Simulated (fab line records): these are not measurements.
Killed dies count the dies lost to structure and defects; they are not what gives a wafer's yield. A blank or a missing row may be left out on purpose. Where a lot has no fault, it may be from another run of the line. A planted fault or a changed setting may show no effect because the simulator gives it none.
Matching of chambers + flow gf180mcu + GF_V4_CMP_04 on cmp-02: 4 sister chambers
The step polishes SiO2. 4 wafers are shown with their chamber, then 8 later ones without.

WAFERS WITH THEIR CHAMBER
| wafer  | chamber | motorCurrentA (A) |
|--------|---------|-------------------|
| L217.1 | 2       | 10.0              |
| L220.4 | 0       | 12.9              |
| L220.6 | 3       | 12.4              |
| L226.1 | 1       | 13.2              |

WAFERS WHOSE CHAMBER IS MISSING
| wafer  | motorCurrentA (A) |
|--------|-------------------|
| L226.2 | 12.6              |
| L226.3 | 12.0              |
| L230.1 | 12.3              |
| L230.5 | 11.9              |
| L230.6 | 10.2              |
| L231.3 | 12.9              |
| L231.5 | 12.4              |
| L231.6 | 9.8               |

EACH ONE'S CHAMBER
| wafer  | from the rows above          | in truth |
|--------|------------------------------|----------|
| L226.2 | can't be placed: 3 or 0 or 1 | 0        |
| L226.3 | can't be placed: 3 or 0      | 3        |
| L230.1 | can't be placed: 3 or 0      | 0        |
| L230.5 | can't be placed: 3 or 0      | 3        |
| L230.6 | 2                            | 2        |
| L231.3 | can't be placed: 0 or 1 or 3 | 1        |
| L231.5 | can't be placed: 3 or 0      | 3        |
| L231.6 | 2                            | 2        |
Correctly placed: 2 of 8. From these rows, 6 cannot be placed; in 6 the true chamber is one of the candidates. Wrongly placed: 0.
How it was worked out, from the rows above alone: a wafer's distance from a chamber is the root of the sum, over the readings, of the square of ((its reading less the chamber's mean) divided by the reading's scatter). The wafer belongs to the nearest chamber; if the next one is less than 2 further off, it can't be placed. A chamber's mean is the mean of its shown wafers. The scatter (one wafer shown for each chamber): square how far every hidden wafer sits from the nearest shown wafer, average those squares and take the square root.
